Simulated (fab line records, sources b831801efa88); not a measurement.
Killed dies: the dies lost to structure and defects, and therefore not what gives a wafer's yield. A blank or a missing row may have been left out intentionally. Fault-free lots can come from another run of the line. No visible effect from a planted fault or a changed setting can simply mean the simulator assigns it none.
Matching of chambers ; flow sky130 ; hdpcvd-01 running SKY_LI_CONTACT_HDPCVD_00: 3 sister chambers
The step deposits PSG, target thk 930 nm, time 155 s. 3 wafers are shown with their chamber, then 8 later ones without.

== EACH WAFER AND ITS CHAMBER ==
wafer;chamber;sih4-flow-sccm (sccm)
L903.5;1;59.85
L903.6;0;59.95
L905.3;2;59.89

== WAFERS WHOSE CHAMBER IS MISSING ==
wafer;sih4-flow-sccm (sccm)
L905.4;59.94
L905.6;60.15
L917.2;59.88
L917.5;59.67
L917.6;59.90
L919.3;59.91
L919.4;60.03
L919.6;59.76

== THE CHAMBER EACH PASSED THROUGH ==
wafer;from the rows above;in truth
L905.4;can't be placed: 0 or 2 or 1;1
L905.6;can't be placed: 0 or 2 or 1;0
L917.2;can't be placed: 2 or 1 or 0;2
L917.5;can't be placed: 1 or 2 or 0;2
L917.6;can't be placed: 2 or 1 or 0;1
L919.3;can't be placed: 2 or 0 or 1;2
L919.4;can't be placed: 0 or 2 or 1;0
L919.6;can't be placed: 1 or 2 or 0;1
Placed correctly: 0 of 8. Can't be placed from these rows: 8 (the true chamber is among the candidates in 8). Number placed wrongly: 0.
How it was worked out, from the rows above alone: a wafer's distance from a chamber is the root of the sum, over the readings, of the square of ((its reading less the chamber's mean) divided by the reading's scatter). The wafer belongs to the nearest chamber; if the next one is less than 2 further off, it can't be placed. For every chamber, the mean is computed from those of its wafers that are shown. The scatter: root of mean squared gap, hidden wafer to nearest shown wafer, with one shown wafer a chamber.
